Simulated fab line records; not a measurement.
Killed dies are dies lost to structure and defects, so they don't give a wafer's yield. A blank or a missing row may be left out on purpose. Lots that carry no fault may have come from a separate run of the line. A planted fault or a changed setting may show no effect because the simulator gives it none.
Comparing a struck lot with a sound one || flow sky130 || 35 out of 708 route steps
Sound: the wafers L288.1, L288.3, L288.6. Struck: wafer L293.1. (L293.2, L293.5 of the same lot were not struck and are left out.) The cause comes at the end.
Order at every step that has rows: each side's tool, ch and its chambers, its first start. Under that, the readings that differ: sound wafers || struck wafers || difference of the means || sigmas: that difference in standard deviations of wafers without a fault.
alike: readings with means less than 2 such deviations apart, plus words and numbers identical on both sides. not compared: withheld readings, readings lacking a value on some wafer, bounds such as >300 that could conceal the same value, and numbers that have no deviation in the record and whose values overlap.
The two part at a step that has a row with sigmas, a row that says differs or no value, or rows on one side only. Numbers that have no deviation but don't overlap get no sigmas and don't part them. A reading that every wafer of one side lacks parts them only if that side has two wafers or more.

first, 8 steps without rows for these wafers: SKY_CAPM_SPUTTER_02 (material TiN, target thk 200 nm, time 166.7 s); SKY_CAPM_DEHYDRATE_05 (time 60 s); SKY_CAPM_HMDS_06 (prime time 60 s); SKY_CAPM_COAT_07 (resist thk 1140 nm); SKY_CAPM_SOFTBAKE_08 (time 60 s); SKY_CAPM_EXPOSE_09 (exposes mask CAPM, target cd 1000 nm); SKY_CAPM_PEB_10; SKY_CAPM_DEVELOP_11 (develop time 60 s).
SKY_CAPM_METAL_ETCH_13: etches TiN in Cl2/BCl3, stops on SiO2, target depth 220 nm, time 62.9 s.
  sound on rieMetal-01 ch 1, day 40 06:59; struck on rieMetal-01 ch 1, day 41 16:14
{"reading": "throttleValvePct (%)", "sound": "21.893 21.882 21.893", "struck": 21.912, "difference": "+0.023", "sigmas": "+2"}
  alike: drypumpMotorCurrentA, oesProductAu
  not compared: rfHoursCounterH
then, 25 steps without rows for these wafers: SKY_CAPM_STRIP_14 (strips in O2/N2); SKY_CAPM_STRIP_15 (strips in post etch residue remover, time 1200 s); SKY_CAPM_CLEAN_16 (cleans in IPA, time 180 s); SKY_CAPM_CLEAN_17 (cleans in O3/DIW); SKY_METAL3_DEHYDRATE_05 (time 60 s); SKY_METAL3_HMDS_06 (prime time 60 s); SKY_METAL3_COAT_07 (resist thk 60 nm); SKY_METAL3_COAT_08 (resist thk 1140 nm); SKY_METAL3_SOFTBAKE_09 (time 90 s); SKY_METAL3_EXPOSE_10 (exposes mask MM3, target cd 300 nm); SKY_METAL3_PEB_11; SKY_METAL3_DEVELOP_12 (develop time 60 s); SKY_METAL3_DESCUM_15 (chemistry O2, time 8 s); SKY_METAL3_ETCH_16 (etches BARC in N2/H2, stops on SiO2, time 88.2 s, target depth 60 nm); SKY_METAL3_ETCH_17 (etches SiO2 in C4F8/O2/Ar, stops on TiN, time 3.9 s, target depth 15 nm); SKY_METAL3_METAL_ETCH_18 (etches the open film in Cl2/BCl3, stops on SiO2, target depth 845 nm, time 183.1 s); SKY_METAL3_STRIP_19 (strips in O2/N2); SKY_METAL3_STRIP_20 (strips in post etch residue remover, time 1200 s); SKY_METAL3_CLEAN_21 (cleans in IPA, time 180 s); SKY_METAL3_CLEAN_22 (cleans in O3/DIW); SKY_VIA3_HDPCVD_00 (deposits SiO2, target thk 1635 nm, time 272.5 s); SKY_VIA3_CMP_02 (polishes SiO2); SKY_VIA3_DEHYDRATE_04 (time 60 s); SKY_VIA3_HMDS_05 (prime time 60 s); SKY_VIA3_COAT_06 (resist thk 60 nm).
-- the record jumps here: 8 days lie between the struck wafers' starts before and after (it left off in module VIA3 and takes up again in module PAD_OPEN, whose first step shown is number 708 of the route) --
SKY_PAD_OPEN_PROBE_99:
  sound on prober-01 at day 48 03:22; struck on prober-01 at day 49 05:32
{"reading": "defectLimitedYield (%)", "sound": "81.7 79.7 84.3", "struck": 72.8, "difference": -9.1, "sigmas": -5}
{"reading": "killedAtOther", "sound": "1 0 1", "struck": 49, "difference": "+48", "sigmas": "+83"}
{"reading": "killedDies", "sound": "90 100 77", "struck": 134, "difference": "+45", "sigmas": "+5"}
{"reading": "killedOnRim", "sound": "16 24 15", "struck": 31, "difference": "+13", "sigmas": "+3"}
{"reading": "sort_bin_3_pad_short (%)", "sound": "0.4 1.6 0.2", "struck": 4.5, "difference": "+3.8", "sigmas": "+9"}
{"reading": "sort_bin_5_function (%)", "sound": "11.2 12.6 9.1", "struck": 14.6, "difference": "+3.6", "sigmas": "+2"}
{"reading": "sortNPass", "sound": "402 392 415", "struck": 358, "difference": -45, "sigmas": -5}
{"reading": "sortYieldPct (%)", "sound": "81.7 79.7 84.3", "struck": 72.8, "difference": -9.1, "sigmas": -5}
{"reading": "model.etest.tester.sortNPass", "sound": "402 392 415", "struck": 358, "difference": -45, "sigmas": ""}
{"reading": "model.etest.tester.sortYieldPct (%)", "sound": "81.71 79.67 84.35", "struck": 72.76, "difference": -9.15, "sigmas": ""}
{"reading": "model.etest.tester.sort_bin_5_pct (%)", "sound": "11.18 12.6 9.146", "struck": 14.63, "difference": "+3.65", "sigmas": ""}
{"reading": "model.etest.tester.sort_bin_3_pct (%)", "sound": "0.4065 1.626 0.2033", "struck": 4.472, "difference": "+3.727", "sigmas": ""}
  alike: killed_at_M0_to_M3, killed_at_M4_up, killedAtContacts, killedAtFrontEnd, killedOpen, killedShort, sort_bin_6_memory

## WHERE THEY PART
Last at SKY_PAD_OPEN_PROBE_99 as far as this record goes, first at SKY_CAPM_METAL_ETCH_13.

WHY: what the simulator had put in
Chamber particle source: rieMetal-01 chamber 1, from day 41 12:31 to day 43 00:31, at SKY_CAPM_METAL_ETCH_13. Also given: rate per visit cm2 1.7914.
